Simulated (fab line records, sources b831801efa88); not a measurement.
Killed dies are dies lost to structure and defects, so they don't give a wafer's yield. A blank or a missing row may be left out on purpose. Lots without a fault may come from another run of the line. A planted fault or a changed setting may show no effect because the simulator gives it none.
fab line records | flow sky130
record lots=5 wafers=15 last_day=50
route steps=708 shown VIA2@527 METAL3@532 CAPM@537 PAD_OPEN@708
lots that met no fault: from a run of the same line without faults
start_h: hours from the record's first day to the start of the lot's first wafer shown | wait_h: hours since the lot's step before | " the same as in the row above | L1.1+2: a row that stands for several wafers | - no value, or no start given | * or withheld: withheld | < > ~ a bound
route shown NAME@n: a module of which the file shows steps, and the number in the route of the first | usual: mean/standard deviation of fault-free wafers | same: alike in all rows | chamber/n: place in a boat | sites: the reading at each site | _std_site: their standard deviation | _edge_site: outer sites' mean less inner sites' | radius_mm: how far each site lies from the wafer's centre | mask NAME#n: copy n | behind: the tool/chamber that last shaped the wafer | hold: why the lot was held/for how many hours/how that ended | device: the transistor (n, p or np) that didn't switch | end of line: the same wafers' tests at the end of the route | a step without rows: its recipe alone | killed: dies lost to structure and defects at the first sort, not the wafer's yield | map: a wafer's dies, x killed, . not, _ none there
set.NAME: the setting as run; set.NAME@STEP: as run at that earlier step | model.NAME: the simulator's own value behind a step, which no gauge read
lots at some steps of the route; a table a step, a row a wafer
services: from which hour (start_h, from the record's first day; less than 0 if before it) a tool's chamber was out of use, for how many hours, and why
## steps
# step SKY_VIA2_SPUTTER_20
# recipe material=TiN target_thk_nm=20 chamber_pressure_pa=5 power_w=4000 time_s=80
# usual cathode_dc_power_W=4000.0/0.67 throttle_valve_pct=30.1/1.1
# columns lot.wafer tool chamber start_h wait_h cathode_dc_power_W throttle_valve_pct
L379.1 pvd_sputter-04 - 898.90 0.0 3999.4 29.6
L379.4 " - " " 3999.7 31.3
L379.6 " - " " 4000.6 30.0
L387.1 pvd_sputter-04 - 927.32 0.0 4000.6 29.7
L387.5 " - " " 3998.9 31.1
L387.6 " - " " 3998.5 31.1
L394.2 pvd_sputter-03 - 983.63 0.0 3999.5 30.9
L394.3 " - " " 3999.9 27.8
L394.5 " - " " 4000.4 28.4
L393.1 pvd_sputter-03 - 985.78 0.0 4000.0 27.7
L393.4 " - " " 3999.9 27.9
L393.6 " - " " 3998.8 28.8
L399.4 pvd_sputter-04 - 1010.73 0.0 3999.7 29.8
L399.5 " - " " 4000.3 30.0
L399.6 " - " " 4000.5 31.2
# step SKY_VIA2_CVD_21
# recipe material=W target_thk_nm=420 time_s=126.4 temp_c=400 pressure_torr=40
# step SKY_VIA2_RS_MEAS_22
# recipe thk_meas_gauge=four-point-probe reads=W_of_VIA2_CVD_21+TiN_of_VIA2_SPUTTER_20
# usual VIA2_W_RS=0.273/0.0044
# columns lot.wafer tool chamber start_h wait_h VIA2_W_RS[ohm/sq]
L379.1 film_metro-04 - 899.10 0.1 0.271
L379.4 " - " " 0.266
L379.6 " - " " 0.275
L387.1 film_metro-04 - 927.51 0.1 0.272
L387.5 " - " " 0.273
L387.6 " - " " 0.276
L394.2 film_metro-02 - 983.84 0.1 0.264
L394.3 " - " " 0.263
L394.5 " - " " 0.261
L393.1 film_metro-04 - 985.97 0.1 0.272
L393.4 " - " " 0.276
L393.6 " - " " 0.279
L399.4 film_metro-01 - 1010.98 0.1 0.274
L399.5 " - " " 0.271
L399.6 " - " " 0.264
# step SKY_VIA2_THK_MEAS_23
# recipe thk_meas_gauge=xrf reads=W_of_VIA2_CVD_21
# usual VIA2_W_THK=412/7.4
# columns lot.wafer tool chamber start_h wait_h VIA2_W_THK[nm]
L379.1 film_metro-04 - 899.22 0.1 418
L379.4 " - " " 424
L379.6 " - " " 408
L387.1 film_metro-04 - 927.63 0.1 413
L387.5 " - " " 411
L387.6 " - " " 405
L394.2 film_metro-02 - 983.95 0.1 423
L394.3 " - " " 421
L394.5 " - " " 427
L393.1 film_metro-04 - 986.09 0.1 416
L393.4 " - " " 411
L393.6 " - " " 407
L399.4 film_metro-01 - 1011.07 0.1 418
L399.5 " - " " 421
L399.6 " - " " 430
# step SKY_VIA2_CMP_24
# recipe stop_on=SiO2 t_overpolish_s=20 down_force_psi=3.5 platen_rpm=60 target_thk_nm=0 pad_velocity_m_s=0.94248
# usual motor_current_A=11.4/1.4 overpolish_run_s=20.000/0.0081 time_to_endpoint_s=102/4.2
# columns lot.wafer tool chamber start_h wait_h motor_current_A overpolish_run_s time_to_endpoint_s
L379.4 cmp-02 1 899.38 0.1 11.4 19.994 106
L379.1 " 2 " " 10.4 20.004 103
L379.6 " 3 " " 9.9 20.011 98
L387.1 cmp-02 0 927.79 0.1 9.8 20.001 98
L387.6 " 2 " " 10.7 20.005 100
L387.5 " 3 " " 9.8 20.008 102
L394.3 cmp-01 0 984.00 0.0 10.2 20.009 109
L394.2 " 3 " " 13.8 20.014 107
L394.5 " 0 " " 10.4 19.996 109
L393.4 cmp-02 3 986.25 0.1 10.1 20.005 103
L393.1 " 0 " " 9.8 19.986 99
L393.6 " 1 " " 11.3 19.992 102
L399.4 cmp-02 2 1011.15 0.1 11.1 20.013 106
L399.6 " 1 " " 11.5 19.994 107
L399.5 " 2 " " 10.6 20.001 108
# step SKY_METAL3_SPUTTER_00
# recipe material=Ti target_thk_nm=15 power_w=3000 time_s=10 chamber_pressure_pa=0.4
# step SKY_METAL3_SPUTTER_01
# recipe material=TiN target_thk_nm=20 power_w=6500 time_s=16.7 chamber_pressure_pa=0.4
# step SKY_METAL3_SPUTTER_02
# recipe material=AlCu target_thk_nm=735 power_w=10600 time_s=39.1 chamber_pressure_pa=0.4
# step SKY_METAL3_SPUTTER_03
# recipe material=Ti target_thk_nm=5 power_w=3000 time_s=3.3 chamber_pressure_pa=0.4
# usual cathode_dc_power_W=3000.0/0.58 throttle_valve_pct=29.8/1.1
# columns lot.wafer tool chamber start_h wait_h cathode_dc_power_W throttle_valve_pct
L379.1 pvd_sputter-03 - 899.66 0.0 3001.0 30.7
L379.4 " - " " 2999.5 30.3
L379.6 " - " " 2999.9 28.7
L387.1 pvd_sputter-01 - 928.08 0.0 3001.3 29.7
L387.5 " - " " 2999.6 29.7
L387.6 " - " " 3000.9 29.6
L394.2 pvd_sputter-04 - 984.39 0.0 2999.9 29.8
L394.3 " - " " 3000.4 31.3
L394.5 " - " " 2999.5 31.2
L393.1 pvd_sputter-01 - 986.54 0.0 3000.3 29.7
L393.4 " - " " 3000.3 30.4
L393.6 " - " " 3001.2 29.4
L399.4 pvd_sputter-03 - 1011.49 0.0 2999.0 30.3
L399.5 " - " " 3000.4 27.7
L399.6 " - " " 2999.5 30.7
# step SKY_METAL3_SPUTTER_04
# recipe material=TiN target_thk_nm=70 power_w=6500 time_s=58.3 chamber_pressure_pa=0.4
# step SKY_CAPM_CVD_00
# recipe material=SiO2 target_thk_nm=15.5 temp_c=400 time_s=withheld rf_w=450
# usual heater_power_w=646/83
# columns lot.wafer tool chamber start_h wait_h heater_power_w
L379.1 pecvd-04 2 899.73 0.0 755
L379.4 " 2 " " 729
L379.6 " 0 " " 565
L387.1 pecvd-04 1 928.15 0.0 571
L387.5 " 2 " " 693
L387.6 " 1 " " 580
L394.2 pecvd-04 1 984.46 0.0 514
L394.3 " 2 " " 742
L394.5 " 1 " " 505
L393.1 pecvd-02 1 986.61 0.0 661
L393.4 " 1 " " 665
L393.6 " 0 " " 555
L399.4 pecvd-02 2 1011.56 0.0 655
L399.5 " 2 " " 661
L399.6 " 0 " " 551
# step SKY_CAPM_THK_MEAS_01
# recipe reads=SiO2_of_CAPM_CVD_00
# usual CAPM_CVD_00_THK=15.56/0.19
# columns lot.wafer tool chamber start_h wait_h CAPM_CVD_00_THK[nm]
L379.1 film_metro-01 - 899.75 - 15.41
L379.4 " - " " 15.58
L379.6 " - " " 15.59
L387.1 film_metro-03 - 928.17 - 15.40
L387.5 " - " " 15.23
L387.6 " - " " 15.48
L394.2 film_metro-03 - 984.49 - 15.40
L394.3 " - " " 15.48
L394.5 " - " " 15.65
L393.1 film_metro-01 - 986.63 - 15.49
L393.4 " - " " 15.79
L393.6 " - " " 16.04
L399.4 film_metro-03 - 1011.62 - 15.56
L399.5 " - " " 15.43
L399.6 " - " " 15.65
# step SKY_CAPM_SPUTTER_02
# recipe material=TiN target_thk_nm=200 temp_c=300 power_w=6500 time_s=166.7 chamber_pressure_pa=0.4
# usual cathode_dc_power_W=6499.9/1.1 throttle_valve_pct=29.7/1
# columns lot.wafer tool chamber start_h wait_h cathode_dc_power_W throttle_valve_pct model.TiN_of_CAPM_SPUTTER_02.thk_nm
L379.1 pvd_sputter-01 - 899.81 0.1 6498.5 28.0 199.3
L379.4 " - " " 6499.6 29.6 199.8
L379.6 " - " " 6499.9 29.8 198.8
L387.1 pvd_sputter-02 - 928.23 0.1 6498.8 29.0 196.3
L387.5 " - " " 6500.5 31.3 195.1
L387.6 " - " " 6500.2 29.7 196.2
L394.2 pvd_sputter-03 - 984.54 0.0 6500.3 30.7 199.3
L394.3 " - " " 6498.3 28.5 199.8
L394.5 " - " " 6498.6 30.4 199.6
L393.1 pvd_sputter-02 - 986.69 0.1 6498.4 30.4 197.9
L393.4 " - " " 6500.0 28.4 265.9
L393.6 " - " " 6500.6 28.5 197.3
L399.4 pvd_sputter-01 - 1011.65 0.0 6499.7 28.1 197
L399.5 " - " " 6500.1 29.5 198.6
L399.6 " - " " 6500.1 28.3 197.6
# step SKY_CAPM_RS_MEAS_03
# recipe thk_meas_gauge=four-point-probe reads=TiN_of_CAPM_SPUTTER_02
# usual CAPM_TIN_RS=6.94/0.065
# columns lot.wafer tool chamber start_h wait_h CAPM_TIN_RS[ohm/sq]
L379.1 film_metro-04 - 899.92 0.1 6.95
L379.4 " - " " 6.92
L379.6 " - " " 6.96
L387.1 film_metro-04 - 928.34 0.1 7.06
L387.5 " - " " 7.11
L387.6 " - " " 7.05
L394.2 film_metro-04 - 984.67 0.1 6.95
L394.3 " - " " 6.93
L394.5 " - " " 6.92
L393.1 film_metro-03 - 986.80 0.1 6.98
L393.4 " - " " 5.18
L393.6 " - " " 7.01
L399.4 film_metro-03 - 1011.82 0.1 7.01
L399.5 " - " " 6.97
L399.6 " - " " 7.00
# step SKY_CAPM_THK_MEAS_04
# recipe thk_meas_gauge=xrf reads=TiN_of_CAPM_SPUTTER_02
# usual CAPM_TIN_THK=197.6/1.9
# columns lot.wafer tool chamber start_h wait_h CAPM_TIN_THK[nm]
L379.1 film_metro-04 - 900.04 0.1 197.8
L379.4 " - " " 199.1
L379.6 " - " " 197.7
L387.1 film_metro-04 - 928.46 0.1 196.5
L387.5 " - " " 195.2
L387.6 " - " " 195.6
L394.2 film_metro-04 - 984.78 0.1 197.1
L394.3 " - " " 198.4
L394.5 " - " " 198.8
L393.1 film_metro-03 - 986.92 0.1 195.1
L393.4 " - " " 263.8
L393.6 " - " " 194.9
L399.4 film_metro-03 - 1011.91 0.1 194.0
L399.5 " - " " 196.2
L399.6 " - " " 195.0
# step SKY_CAPM_DEHYDRATE_05
# recipe temp_c=200 time_s=60
# step SKY_CAPM_HMDS_06
# recipe prime_time_s=60 prime_temp_c=120
# step SKY_CAPM_COAT_07
# recipe resist=NOVOLAK spin_rpm=3000 resist_thk_nm=1140
# step SKY_CAPM_SOFTBAKE_08
# recipe temp_c=90 time_s=60 resist=NOVOLAK
# step SKY_CAPM_EXPOSE_09
# recipe mask_id=CAPM na=0.6 source_shape=conventional sigma_outer=0.6 polarization=unpolarized target_cd_nm=1000 dose_mj=159
# step SKY_CAPM_PEB_10
# recipe temp_c=withheld time_s=* resist=NOVOLAK
# step SKY_CAPM_DEVELOP_11
# recipe resist=NOVOLAK developer=TMAH develop_time_s=60 dev_temp_c=23
# step SKY_CAPM_OVL_MEAS_12
# usual CAPM_OVL=-1.7/1.2
# columns lot.wafer tool chamber start_h wait_h CAPM_OVL[nm]
L379.1 overlay-02 - 924.38 0.2 -0.4
L379.4 " - " " -1.4
L379.6 " - " " -2.2
L387.1 overlay-01 - 953.00 0.1 -1.2
L387.5 " - " " 0.3
L387.6 " - " " -1.6
L394.2 overlay-01 - 1006.30 0.1 0.6
L394.3 " - " " -1.6
L394.5 " - " " -0.6
L393.1 overlay-02 - 1010.17 0.1 -1.7
L393.4 " - " " -0.9
L393.6 " - " " -2.2
L399.4 overlay-01 - 1033.79 0.1 -2.3
L399.5 " - " " -2.3
L399.6 " - " " -1.6
# step SKY_CAPM_METAL_ETCH_13
# recipe target_depth_nm=220 stop_on=SiO2 chemistry=Cl2/BCl3 target=TiN pressure_mtorr=10 icp_w=900 bias_w=48.5 Cl2_flow_sccm=60 bcl3_flow_sccm=30 time_s=62.9
# usual drypump_motor_current_A=5.7/0.45 oes_product_au=0.940/0.0061 throttle_valve_pct=21.903/0.0097
# columns lot.wafer tool chamber start_h wait_h drypump_motor_current_A oes_product_au rf_hours_counter_h throttle_valve_pct
L379.1 rie_metal-02 0 924.42 0.0 5.7 0.938 12 21.908
L379.4 " 1 " " 5.7 0.942 - 21.896
L379.6 " 1 " " 5.7 0.930 - 21.906
L387.1 rie_metal-02 1 953.03 0.0 5.7 0.932 7 21.925
L387.5 " 0 " " 5.7 0.926 - 21.903
L387.6 " 1 " " 5.7 0.932 - 21.905
L394.2 rie_metal-03 0 1006.33 0.0 5.7 0.938 7 21.886
L394.3 " 0 " " 5.7 0.937 - 21.897
L394.5 " 1 " " 6.6 0.944 - 21.895
L393.1 rie_metal-02 0 1010.21 0.0 5.7 0.939 17 21.887
L393.4 " 1 " " 5.7 0.997 - 21.860
L393.6 " 0 " " 5.7 0.941 - 21.908
L399.4 rie_metal-03 0 1033.84 0.0 5.7 0.930 - 21.911
L399.5 " 1 " " 6.6 0.935 - 21.905
L399.6 " 0 " " 5.7 0.938 - 21.898
# step SKY_CAPM_STRIP_14
# recipe chemistry=O2/N2 power_w=1400 pressure_mtorr=1500 platen_temp_c=withheld o2_flow_sccm=3000 n2_flow_sccm=300 overash_fraction=0.5
# usual drypump_motor_current_A=5.8/0.48 oes_product_au=0.711/0.0044 strip_time_to_endpoint_s=12.65/0.037
# columns lot.wafer tool chamber start_h wait_h drypump_motor_current_A oes_product_au rf_hours_counter_h strip_time_to_endpoint_s
L379.1 plasma_asher-04 0 924.49 0.1 6.4 0.707 111 12.67
L379.4 " 0 " " 6.4 0.717 - 12.68
L379.6 " 1 " " 5.5 0.713 - 12.62
L387.1 plasma_asher-03 1 953.11 0.1 5.8 0.705 21 12.62
L387.5 " 1 " " 5.8 0.715 - 12.67
L387.6 " 0 " " 5.6 0.718 - 12.65
L394.2 plasma_asher-04 1 1006.41 0.1 5.5 0.713 119 12.67
L394.3 " 1 " " 5.5 0.704 - 12.65
L394.5 " 1 " " 5.5 0.714 - 12.67
L393.1 plasma_asher-03 0 1010.29 0.1 5.6 0.714 26 12.65
L393.4 " 0 " " 5.6 0.704 - 12.63
L393.6 " 0 " " 5.5 0.709 - 12.62
L399.4 plasma_asher-03 1 1033.92 0.1 5.8 0.714 - 12.62
L399.5 " 0 " " 5.6 0.715 - 12.62
L399.6 " 1 " " 5.8 0.709 - 12.63
# step SKY_CAPM_STRIP_15
# recipe chemistry=post_etch_residue_remover time_s=1200 temp_c=72.5
# columns lot.wafer tool chamber start_h wait_h model.TiN_of_CAPM_SPUTTER_02.thk_nm
L379.1 wet_bench-04 0 924.59 0.1 198.9
L379.4 " 0 " " 199.3
L379.6 " 0 " " 198.4
L387.1 wet_bench-03 3 953.21 0.1 195.9
L387.5 " 3 " " 194.6
L387.6 " 3 " " 195.8
L394.2 wet_bench-01 2 1006.51 0.1 198.9
L394.3 " 2 " " 199.4
L394.5 " 2 " " 199.2
L393.1 wet_bench-03 2 1010.39 0.1 197.5
L393.4 " 2 " " 265.5
L393.6 " 2 " " 196.9
L399.4 wet_bench-01 2 1033.99 0.0 196.6
L399.5 " 2 " " 198.2
L399.6 " 2 " " 197.2
# step SKY_CAPM_CLEAN_16
# recipe chemistry=IPA time_s=180 temp_c=25
# step SKY_PAD_OPEN_PROBE_99
# usual defect_limited_yield=82.6/1.8 killed_at_M0_to_M3=43/7 killed_at_M4_up=3.4/1.9 killed_at_contacts=24/5.4 killed_at_front_end=15/4.4 killed_at_other=0.4/0.63 killed_dies=86/9.1 killed_on_rim=16/3.5 killed_open=46/6.6 killed_short=39/6.6 sort_bin_3_pad_short=0.9/0.46 sort_bin_5_function=10.3/1.4 sort_bin_6_memory=6.2/1.1 sort_n_pass=406/9.1 sort_yield_pct=82.6/1.8
# same gross_dies=492 killed_at_back_side=0 sort_bin_4_leakage[%]=0 sort_bin_8_speed[%]=0
# columns lot.wafer tool chamber start_h wait_h defect_limited_yield[%] killed_at_M0_to_M3 killed_at_M4_up killed_at_contacts killed_at_front_end killed_at_other killed_dies killed_on_rim killed_open killed_short sort_bin_3_pad_short[%] sort_bin_5_function[%] sort_bin_6_memory[%] sort_n_pass sort_yield_pct[%]
L379.1 prober-01 - 1114.86 0.1 80.9 43 4 30 16 1 94 14 54 40 1.2 12.0 5.9 398 80.9
L379.4 prober-01 - 1115.01 0.2 81.7 49 3 20 18 0 90 14 49 40 0.8 10.6 6.9 402 81.7
L379.6 prober-01 - 1115.11 0.2 83.3 42 6 23 11 0 82 15 37 44 1.0 9.8 5.9 410 83.3
L387.1 prober-02 - 1136.46 0.1 83.1 40 1 29 13 0 83 15 46 37 0.8 10.0 6.1 409 83.1
L387.5 prober-02 - 1136.66 0.2 80.5 49 3 30 14 0 96 12 51 45 1.0 10.8 7.7 396 80.5
L387.6 prober-02 - 1136.71 0.2 82.1 45 1 20 22 0 88 18 54 34 1.4 10.2 6.3 404 82.1
L394.2 prober-02 - 1181.50 0.1 80.3 57 1 24 14 1 97 19 46 50 1.0 10.2 8.5 395 80.3
L394.3 prober-02 - 1181.55 0.2 81.1 52 5 25 11 0 93 17 50 43 1.6 10.2 7.1 399 81.1
L394.5 prober-02 - 1181.65 0.2 79.9 51 3 29 15 1 99 14 45 53 1.8 12.2 6.1 393 79.9
L393.1 prober-01 - 1182.95 0.1 82.5 37 4 21 23 1 86 20 51 35 0.8 10.6 6.1 406 82.5
L393.4 prober-01 - 1183.10 0.2 0 42 4 26 23 397 492 96 52 43 82.1 13.0 4.9 0 0
L393.6 prober-01 - 1183.20 0.2 85.2 28 5 21 19 0 73 10 41 32 1.2 7.7 5.9 419 85.2
L399.4 prober-02 - 1201.17 0.2 80.9 47 7 23 16 1 94 18 44 49 1.4 10.2 7.5 398 80.9
L399.5 prober-02 - 1201.22 0.2 81.5 44 1 30 15 1 91 19 52 39 0.8 11.4 6.3 401 81.5
L399.6 prober-02 - 1201.27 0.2 79.5 45 8 30 17 1 101 23 52 48 0.8 12.2 7.5 391 79.5
# killed by level:class
L379.1 CONTACT:geometric_particle:open=17 VIA1:geometric_particle:open=9 METAL1:geometric_particle:short=6 FIELD_ISO:geometric_particle:open=5 LI_CONTACT:geometric_particle:open=5 CONTACT:geometric_particle:short=5 METAL2:geometric_particle:short=5 VIA3:geometric_particle:open=5
L379.4 CONTACT:geometric_particle:open=9 VIA3:geometric_particle:open=8 VIA1:geometric_particle:open=7 VIA2:geometric_particle:open=7 VIA1:geometric_particle:short=6 FIELD_ISO:geometric_particle:open=5 METAL1:geometric_particle:short=5 LI_CONTACT:geometric_particle:open=4
L379.6 METAL1:geometric_particle:short=10 CONTACT:geometric_particle:open=8 CONTACT:geometric_particle:short=7 VIA3:geometric_particle:open=6 VIA2:geometric_particle:open=5 VIA2:geometric_particle:short=5 FIELD_ISO:geometric_particle:short=4 LI_CONTACT:geometric_particle:short=4
L387.1 LI_CONTACT:geometric_particle:open=12 VIA1:geometric_particle:open=10 VIA1:geometric_particle:short=8 CONTACT:geometric_particle:open=7 VIA2:geometric_particle:open=6 METAL1:geometric_particle:short=5 CONTACT:geometric_particle:short=4 POLY_GATE:geometric_particle:open=3
L387.5 LI_CONTACT:geometric_particle:open=12 VIA2:geometric_particle:open=10 METAL1:geometric_particle:short=8 CONTACT:geometric_particle:short=6 CONTACT:geometric_particle:open=6 VIA3:geometric_particle:open=6 VIA2:geometric_particle:short=5 VIA1:geometric_particle:open=5
L387.6 VIA1:geometric_particle:open=11 VIA3:geometric_particle:open=10 CONTACT:geometric_particle:open=9 FIELD_ISO:geometric_particle:short=6 VIA2:geometric_particle:open=6 FIELD_ISO:geometric_particle:open=5 POLY_GATE:geometric_particle:open=5 VIA1:geometric_particle:short=5
L394.2 VIA1:geometric_particle:open=11 VIA1:geometric_particle:short=9 VIA3:geometric_particle:open=8 CONTACT:geometric_particle:open=8 METAL1:geometric_particle:short=8 CONTACT:geometric_particle:short=7 VIA2:geometric_particle:open=6 POLY_GATE:geometric_particle:short=5
L394.3 VIA3:geometric_particle:open=10 VIA1:geometric_particle:open=9 VIA2:geometric_particle:open=9 LI_CONTACT:geometric_particle:open=8 CONTACT:geometric_particle:short=7 METAL2:geometric_particle:short=7 CONTACT:geometric_particle:open=6 METAL1:geometric_particle:short=4
L394.5 METAL2:geometric_particle:short=13 LI_CONTACT:geometric_particle:open=8 CONTACT:geometric_particle:short=7 VIA1:geometric_particle:open=7 VIA2:geometric_particle:open=6 LI_CONTACT:geometric_particle:short=5 CONTACT:geometric_particle:open=5 VIA3:geometric_particle:open=5
L393.1 VIA2:geometric_particle:open=10 CONTACT:geometric_particle:open=9 VIA3:geometric_particle:open=7 FIELD_ISO:geometric_particle:open=6 LI_CONTACT:geometric_particle:open=6 VIA1:geometric_particle:open=5 FIELD_ISO:geometric_particle:short=4 POLY_GATE:geometric_particle:open=4
L393.4 CAPM:area_etch=397 CONTACT:geometric_particle:open=10 LI_CONTACT:geometric_particle:open=8 METAL1:geometric_particle:short=8 VIA1:geometric_particle:open=7 VIA3:geometric_particle:open=7 POLY_GATE:geometric_particle:open=6 POLY_GATE:geometric_particle:short=6
L393.6 CONTACT:geometric_particle:open=9 POLY_GATE:geometric_particle:open=8 VIA2:geometric_particle:open=7 POLY_GATE:geometric_particle:short=4 CONTACT:geometric_particle:short=4 VIA1:geometric_particle:open=4 FIELD_ISO:geometric_particle:open=3 METAL4:geometric_particle:short=3
L399.4 CONTACT:geometric_particle:open=10 VIA1:geometric_particle:open=7 LI_CONTACT:geometric_particle:open=6 METAL2:geometric_particle:short=6 VIA2:geometric_particle:short=6 METAL4:geometric_particle:short=6 FIELD_ISO:geometric_particle:short=5 METAL1:geometric_particle:short=5
L399.5 LI_CONTACT:geometric_particle:open=11 VIA1:geometric_particle:open=10 CONTACT:geometric_particle:open=7 LOCAL_INTERCONNECT:geometric_particle:short=7 METAL1:geometric_particle:short=7 VIA3:geometric_particle:open=6 FIELD_ISO:geometric_particle:short=5 VIA1:geometric_particle:short=5
L399.6 VIA1:geometric_particle:open=12 CONTACT:geometric_particle:short=11 CONTACT:geometric_particle:open=9 VIA3:geometric_particle:open=7 METAL1:geometric_particle:short=6 POLY_GATE:geometric_particle:open=5 VIA1:geometric_particle:short=5 METAL4:geometric_particle:short=5
# map L393.4 (x killed, . not)
__________xxxxxxxxxx_________
________xxxxxxxxxxxxxx_______
______xxxxxxxxxxxxxxxxxx_____
_____xxxxxxxxxxxxxxxxxxxx____
____xxxxxxxxxxxxxxxxxxxxxx___
___xxxxxxxxxxxxxxxxxxxxxxxx__
__xxxxxxxxxxxxxxxxxxxxxxxxxx_
_xxxxxxxxxxxxxxxxxxxxxxxxxxxx
_xxxxxxxxxxxxxxxxxxxxxxxxxxxx
_xxxxxxxxxxxxxxxxxxxxxxxxxxxx
_xxxxxxxxxxxxxxxxxxxxxxxxxxxx
_xxxxxxxxxxxxxxxxxxxxxxxxxxxx
_xxxxxxxxxxxxxxxxxxxxxxxxxxxx
_xxxxxxxxxxxxxxxxxxxxxxxxxxxx
_xxxxxxxxxxxxxxxxxxxxxxxxxxxx
__xxxxxxxxxxxxxxxxxxxxxxxxxx_
___xxxxxxxxxxxxxxxxxxxxxxxx__
____xxxxxxxxxxxxxxxxxxxxxx___
_____xxxxxxxxxxxxxxxxxxxx____
______xxxxxxxxxxxxxxxxxx_____
________xxxxxxxxxxxxxx_______
__________xxxxxxxxxx_________
# map L387.5 (x killed, . not)
__________..x..x...._________
________.x............_______
______.................._____
_____...x..x.............____
____x...xx....x...x.......___
___.x...........x....x.x...__
__..x...x.xxx.x.x..x.......x_
_....x........x.........xx...
_.......x.x..........x..xx...
_.....x...x.x..x......xx..x..
_x.x...xx.........x..x..x...x
_..x........x......xx....xx..
_..x..x...........x.x.x......
_.......x.x..x..x.....xxxx...
_.x...........x...x..xx..x...
__......x....x....x..x....x._
___...x.x..xxx.........x...__
____.....x..x.......x.....___
_____.x...xxxx...........____
______.......xx....x...._____
________...x.........._______
__________........x._________
## services
# columns tool chamber start_h hours kind
cmp-02 - 888.41 8.2 pm
cmp-01 - 893.89 1.3 repair
pvd_sputter-01 - 911.04 14.2 repair
plasma_asher-03 - 916.36 0.9 repair
cmp-02 - 919.52 4.0 pm
cmp-02 - 923.52 - consumable_replace:conditioner
cmp-02 - 923.52 - consumable_replace:pad
wet_bench-01 - 925.63 0.8 repair
pecvd-04 2 934.27 28.2 repair
pvd_sputter-03 - 945.81 0.8 repair
plasma_asher-04 - 961.61 3.5 repair
pecvd-02 - 969.10 1.4 repair
pecvd-02 - 992.09 8.8 repair
wet_bench-03 - 992.98 4.6 repair
pecvd-02 1 1007.89 6.6 repair
pvd_sputter-02 - 1024.37 1.9 repair
cmp-02 - 1025.51 1.0 repair
pvd_sputter-01 - 1025.90 3.3 repair
## key
first_sign step=SKY_CAPM_RS_MEAS_03 reading=CAPM_TIN_RS direction=down sigmas=27 usual=6.94 struck=5.18
effect step=SKY_CAPM_THK_MEAS_04 reading=CAPM_TIN_THK direction=up sigmas=35 usual=197.6 struck=263.8
effect step=SKY_CAPM_METAL_ETCH_13 reading=oes_product_au direction=up sigmas=9.5 usual=0.940 struck=0.997
effect step=SKY_PAD_OPEN_PROBE_99 reading=killed_at_other direction=up sigmas=99+ usual=0.4 struck=397
model_effect step=SKY_CAPM_SPUTTER_02 value=TiN_of_CAPM_SPUTTER_02.thk_nm without=197.2 struck=265.9
model_effect step=SKY_CAPM_STRIP_15 value=TiN_of_CAPM_SPUTTER_02.thk_nm without=196.8 struck=265.5
more_kills_born_at SKY_CAPM_METAL_ETCH_13@rie_metal-02=397
met_at SKY_CAPM_SPUTTER_02
struck_wafers L393.4
later_rows_left_out L393.4
onset_between 928.23 986.69
fault kind=process_parameter_drift tool=pvd_sputter-02 chamber=- onset_h=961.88 steps=SKY_CAPM_SPUTTER_02 channel=target_thk_nm offset=68.714 shape=step end_h=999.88 scope=struck_wafers_only acts_in=these_recipes_only stated=200
# later_rows_left_out: the simulator's readings of these wafers behind a module that went badly wrong aren't trusted and aren't shown, but for the sort
